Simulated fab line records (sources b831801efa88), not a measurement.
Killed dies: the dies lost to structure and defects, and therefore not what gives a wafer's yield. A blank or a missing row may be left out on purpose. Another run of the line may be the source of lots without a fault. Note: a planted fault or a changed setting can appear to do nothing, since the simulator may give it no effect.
Matching of chambers -- flow gf180mcu -- GF_V5_CMP_04 on cmp-01: 4 sister chambers
The step polishes SiO2. 8 wafers are shown with their chamber, then 11 later ones without.

EACH WAFER AND ITS CHAMBER
wafer,chamber,motorCurrentA (A)
L541.5,2,10.9
L543.2,0,10.7
L543.3,1,11.9
L543.4,3,10.6
L551.1,1,11.0
L551.2,3,11.0
L551.5,0,10.4
L553.1,2,11.1

WAFERS WITHOUT THEIR CHAMBER
wafer,motorCurrentA (A)
L553.2,11.5
L553.5,10.8
L555.1,10.4
L555.2,11.5
L555.3,10.6
L557.1,10.8
L557.2,11.4
L557.4,11.6
L558.2,11.8
L558.5,10.8
L558.6,11.4

WHICH CHAMBER EACH WENT THROUGH
wafer,from the rows above,in truth
L553.2,can't be placed: 1 or 2 or 3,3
L553.5,can't be placed: 3 or 2 or 0 or 1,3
L555.1,can't be placed: 0 or 3 or 2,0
L555.2,can't be placed: 1 or 2 or 3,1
L555.3,can't be placed: 0 or 3 or 2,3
L557.1,can't be placed: 3 or 2 or 0 or 1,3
L557.2,can't be placed: 1 or 2 or 3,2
L557.4,can't be placed: 1 or 2 or 3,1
L558.2,can't be placed: 1 or 2 or 3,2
L558.5,can't be placed: 3 or 2 or 0 or 1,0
L558.6,can't be placed: 1 or 2 or 3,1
0 of 11 placed correctly. From these rows, 11 cannot be placed; in 11 the true chamber is one of the candidates. Wrongly placed: 0.
How it was worked out, from the rows above alone: a wafer's distance from a chamber is the root of the sum, over the readings, of the square of ((its reading less the chamber's mean) divided by the reading's scatter). If the next closest chamber is less than 2 further off than the closest, the wafer can't be placed; otherwise it belongs to the closest. Each chamber's mean is taken over the wafers shown for it. How the scatter is found: for the shown wafers, subtract from each reading the mean of its chamber, square and add these, divide the total by (wafers less chambers), then take the root.
